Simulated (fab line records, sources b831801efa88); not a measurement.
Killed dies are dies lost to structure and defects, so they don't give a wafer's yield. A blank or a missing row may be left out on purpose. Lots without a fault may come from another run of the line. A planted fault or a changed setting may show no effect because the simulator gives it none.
Which tool did it? | flow sfq_line | 14 lots, 42 wafers sampled, at 1 step of a route of 325

WHAT THE GAUGES READ, wafer by wafer
The record holds no reading of a measuring or inspecting step that can be judged against a usual standard deviation.

WHICH TOOL RAN EACH LOT (tool, then ch and the chambers of the sampled wafers, then the start)
lot  | SFQ_TRILAYER_I6_VIA_ETCH_VIA_ETCH_172
L244 | rie_diel-04 ch 0,2,3, day 65 21:39
L245 | rie_diel-01 ch 0,1,3, day 66 02:27
L247 | rie_diel-04 ch 0,2, day 66 06:24
L248 | rie_diel-03 ch 2,3, day 66 15:24
L249 | rie_diel-03 ch 0,1,3, day 66 18:37
L250 | rie_diel-04 ch 0,1,3, day 66 19:36
L251 | rie_diel-01 ch 1,2,3, day 66 22:00
L252 | rie_diel-03 ch 2,3, day 66 23:12
L253 | rie_diel-04 ch 2,3, day 69 01:15
L259 | rie_diel-01 ch 0,1,2, day 69 22:30
L261 | rie_diel-01 ch 0,3, day 70 03:18
L262 | rie_diel-03 ch 1,2, day 70 06:54
L264 | rie_diel-03 ch 1,2,3, day 70 23:42
L266 | rie_diel-04 ch 0,1,2, day 71 05:42
- SFQ_TRILAYER_I6_VIA_ETCH_VIA_ETCH_172: etches SiO2 in CHF3, stops on Nb, target depth 260 nm.

WHAT THE TOOLS THEMSELVES READ (means of the sampled wafers that have a number; where no wafer has one, the mark that the record gives instead)
SFQ_TRILAYER_I6_VIA_ETCH_VIA_ETCH_172. Usual: bias_w 79.98 W, standard deviation 0.24; drypump_motor_current_A 5.8 A, standard deviation 0.4; oes_product_au 0.854 a.u., standard deviation 0.005.
lot  | tool        | bias_w (W) | drypump_motor_current_A (A) | oes_product_au (a.u.) | flag
L244 | rie_diel-04 | 79.98      | 5.7                         | 0.858                 |
L245 | rie_diel-01 | 80.08      | 5.9                         | 0.854                 |
L247 | rie_diel-04 | 80.09      | 5.8                         | 0.855                 |
L248 | rie_diel-03 | 80.03      | 5.8                         | 0.858                 |
L249 | rie_diel-03 | 80.11      | 5.3                         | 0.858                 |
L250 | rie_diel-04 | 80.05      | 5.9                         | 0.854                 |
L251 | rie_diel-01 | 79.86      | 5.9                         | 0.852                 |
L252 | rie_diel-03 | 80.02      | 5.8                         | 0.855                 |
L253 | rie_diel-04 | 79.94      | 5.5                         | 0.855                 |
L259 | rie_diel-01 | 72.49      | 5.7                         | 0.853                 | OFF
L261 | rie_diel-01 | 72.53      | 5.8                         | 0.849                 | OFF
L262 | rie_diel-03 | 80.19      | 5.6                         | 0.860                 |
L264 | rie_diel-03 | 79.84      | 5.7                         | 0.859                 |
L266 | rie_diel-04 | 79.97      | 6.1                         | 0.853                 |

THE ANSWER, worked out from the rows above alone
Rule: a lot is off if the mean of its wafers that have a number lies more than 3 standard deviations from the usual mean. A lot without any number at a reading at which 4 lots or more have one is off too. The other lots that the step has rows for count as sound. The gauges are gone through in route order, then the tools' own readings, and for those a lot's mean is taken as printed above. The first step at which some lot is off is used, and at that step the reading that is off furthest; a lot without a number counts as furthest.
Off: L259, L261, at SFQ_TRILAYER_I6_VIA_ETCH_VIA_ETCH_172 (bias_w).
A tool fits if, at that step or a process step before it, it ran every lot that is off, and no sound lot after the first of them. One fits: rie_diel-01 at SFQ_TRILAYER_I6_VIA_ETCH_VIA_ETCH_172. Its last sound lot is L251 (day 66 22:00), its first lot that is off L259 (day 69 22:30): a fault that began between those two fits.
The tool's own readings at SFQ_TRILAYER_I6_VIA_ETCH_VIA_ETCH_172 bear it out: on the lots that are off they differ by more than 5 times the standard deviation of the sound lots' means. bias_w reads 72.51 W there against 80.01 W on the sound lots.

WHAT THE SIMULATOR HAD PUT IN
Process parameter drift: rie_diel-01, from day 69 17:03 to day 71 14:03, at SFQ_TRILAYER_I6_VIA_ETCH_VIA_ETCH_172. Setting bias_w, moved by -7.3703, from 80. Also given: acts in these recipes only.
Lots struck among those shown: L259, L261. The rule above found the same.
